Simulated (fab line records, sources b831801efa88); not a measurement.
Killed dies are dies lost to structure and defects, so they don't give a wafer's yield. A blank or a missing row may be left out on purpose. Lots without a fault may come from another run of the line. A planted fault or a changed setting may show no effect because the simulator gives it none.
Problem report in the 8D (eight disciplines) form, filled by code | flow sky130 | the parts of the form that need people (team, actions taken, sign-off) are left out

1. THE PROBLEM
LDD_HVP_OVL at SKY_LDD_HVP_OVL_MEAS_07 reads a mean of 43.1 nm on 9 wafers of 3 lots; wafers without a fault read 0.7 nm with a standard deviation of 1.5. That is +28 standard deviations from the usual mean.
First seen on wafer L853.2, day 25 12:50, on overlay-02. The record holds 42 wafers of 14 lots with a number at this step. Rule for "out", or "out of limits": more than 4 standard deviations from the usual mean. The other wafers with a number count as sound.

2. WHAT IT IS AND WHAT IT IS NOT
question                    | is                     | is not
which readings at this step | LDD_HVP_OVL            | -
which lots                  | L853, L857, L858       | L843, L844, L845, L848, L849, L850, L851, L852, L864, L865, L866
which wafers of those lots  | all that have a number | -
read on which gauges        | overlay-01, overlay-02 | -
when                        | from day 25 12:50      | up to then (24 sound wafers); but 9 sound wafers of L864, L865, L866 came after

3. SUSPECTS, AND WHAT RULES EACH OUT
Counting: a tool at a process step up to the reading stays a suspect if it ran every lot that is out and no sound lot after the first of them.
- the gauge at SKY_LDD_HVP_OVL_MEAS_07: ruled out. The wafers that are out were read on 2 gauges (overlay-01, overlay-02).
- iline_stepper-01 at SKY_LDD_HVP_EXPOSE_04 (exposes mask HVPTM, target cd 700 nm): kept. It ran every lot that is out, first L853 (day 24 21:52), and no sound lot after that; its last sound lot up to then is L851 (day 24 16:38).
Left after counting: iline_stepper-01 at SKY_LDD_HVP_EXPOSE_04.

4. THE CAUSE (what the simulator had put in)
Scanner matching overlay: iline_stepper-01, from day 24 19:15 on, at SKY_LDD_HVP_EXPOSE_04. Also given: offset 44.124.
Counting left only this tool.

5. THE CHAIN OF EFFECTS, in route order
Each row: a reading whose mean over the struck wafers that have a number lies more than 3 standard deviations from the usual. Only readings for which the record gives a usual standard deviation are gone through. hours: the time from each lot's start at the first step in this table that gives one to its start at this step, as a median over the lots. sigmas: the change in usual standard deviations.
hours | step                    | reading     | usual  | on struck wafers | change | sigmas
0     | SKY_LDD_HVP_OVL_MEAS_07 | LDD_HVP_OVL | 0.7 nm | 43.1             | +42.4  | +28
Later measuring or inspecting steps at which every struck wafer that the step has a row for has a number for every such reading, and none has moved that far: SKY_POLY_CUT_OVL_MEAS_09, SKY_SD_P_OVL_MEAS_08, SKY_RES_XHIGH_TW_MEAS_09.

6. WHAT WOULD HAVE CAUGHT IT SOONER
In this record the first reading out of limits at a measuring or inspecting step was taken at day 25 12:50, 18 hours after the fault began at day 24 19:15.
Of the lots that are out (3), L857, L858 began SKY_LDD_HVP_EXPOSE_04 on iline_stepper-01 after day 25 12:50. A hold on the tool at that time would have spared those 2.
